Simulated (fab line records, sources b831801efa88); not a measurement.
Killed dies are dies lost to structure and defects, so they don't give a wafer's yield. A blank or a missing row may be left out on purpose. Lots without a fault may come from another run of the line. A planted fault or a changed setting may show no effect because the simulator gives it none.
Which tool did it? | flow sky130 | 11 lots, 33 wafers sampled, at 1 step of a route of 708

WHAT THE GAUGES READ, wafer by wafer
SKY_LDD_P_CD_MEAS_07: target cd 380 nm.
lot  | measured     | on        | cd_nm (nm)
L350 | day 19 06:14 | cd_sem-02 | 379.9 378.8 381.7
L351 | day 19 14:35 | cd_sem-02 | 380.8 378.5 379.4
L352 | day 20 12:25 | cd_sem-02 | 378.5 379.3 380.5
L354 | day 21 01:49 | cd_sem-01 | 376.0 379.0 378.1
L353 | day 21 02:27 | cd_sem-01 | 377.8 378.4 380.2
L357 | day 22 02:46 | cd_sem-02 | 381.3 382.7 381.8
L365 | day 24 18:34 | cd_sem-02 | 377.6 379.4 378.3
L366 | day 25 21:34 | cd_sem-02 | 380.4 380.1 381.2
L369 | day 26 03:34 | cd_sem-01 | 385.5 383.9 385.5
L370 | day 26 08:29 | cd_sem-02 | 381.0 379.8 378.4
L372 | day 27 03:19 | cd_sem-01 | 387.7 382.5 382.2

WHICH TOOL RAN EACH LOT (tool, then ch and the chambers of the sampled wafers, then the start)
The record holds no process step before these readings.

THE ANSWER, worked out from the rows above alone
Rule: what is usual is taken from the lots themselves. Put in order of their means at a reading, lots are off if they are a third of the lots or fewer, leave a main group of 4 or more, and stand apart from it by a gap of 3 or more times the standard deviation of the main group's means; of several such gaps the widest counts. A main group whose means are all the same, to the digits that the tables above print for the reading, isn't used. A lot without any number at a reading at which 4 lots or more have one is off too. The other lots that the step has rows for count as sound.
No lot is off at any reading shown: from this, nothing can be told.

WHAT THE SIMULATOR HAD PUT IN
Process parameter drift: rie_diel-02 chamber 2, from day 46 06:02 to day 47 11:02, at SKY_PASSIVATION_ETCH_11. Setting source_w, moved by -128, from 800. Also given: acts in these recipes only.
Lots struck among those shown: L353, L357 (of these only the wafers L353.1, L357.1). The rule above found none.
